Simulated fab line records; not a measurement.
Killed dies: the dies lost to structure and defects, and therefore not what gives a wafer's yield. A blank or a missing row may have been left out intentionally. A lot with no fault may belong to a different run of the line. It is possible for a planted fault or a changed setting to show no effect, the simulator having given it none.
Chamber matching ; flow sky130 ; SKY_POLY_GATE_ETCH_15 on rie diel-03 has 4 sister chambers
The step etches BARC in N2/H2, stops on SiO2, time 118.5 s, target depth 110 nm. 8 wafers are shown with their chamber, then 7 later ones without.

## WAFERS WITH THEIR CHAMBER
wafer;chamber;throttle valve pct (%);oes product au (a.u.)
L156.1;3;13.211;0.713
L164.5;2;13.198;0.725
L167.6;2;13.206;0.717
L168.1;1;13.218;0.724
L168.5;0;13.208;0.718
L168.6;3;13.217;0.712
L169.1;1;13.208;0.723
L169.2;0;13.209;0.714

## WAFERS WHOSE CHAMBER IS MISSING
wafer;throttle valve pct (%);oes product au (a.u.)
L169.5;13.229;0.716
L170.2;13.202;0.718
L170.3;13.208;0.718
L170.4;13.205;0.711
L171.3;13.213;0.717
L171.4;13.220;0.725
L171.5;13.211;0.716

## WHICH CHAMBER EACH ONE RAN IN
wafer;from the rows above;in truth
L169.5;can't be placed: 3 or 1 or 0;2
L170.2;can't be placed: 2 or 0 or 1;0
L170.3;can't be placed: 0 or 2 or 1 or 3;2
L170.4;can't be placed: 0 or 3 or 2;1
L171.3;can't be placed: 0 or 3 or 1 or 2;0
L171.4;1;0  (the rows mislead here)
L171.5;can't be placed: 0 or 3 or 1 or 2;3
Correctly placed: 0 of 7. Can't be placed from these rows: 6 (the true chamber is among the candidates in 4). Placed wrongly: 1.
How it was worked out, from the rows above alone: a wafer's distance from a chamber is the root of the sum, over the readings, of the square of ((its reading less the chamber's mean) divided by the reading's scatter). The wafer belongs to the nearest chamber; if the next one is less than 2 further off, it can't be placed. For every chamber, the mean is computed from those of its wafers that are shown. The scatter is the square root of a quotient: the sum, over the shown wafers, of each reading's squared deviation from its chamber's mean, divided by wafers minus chambers.
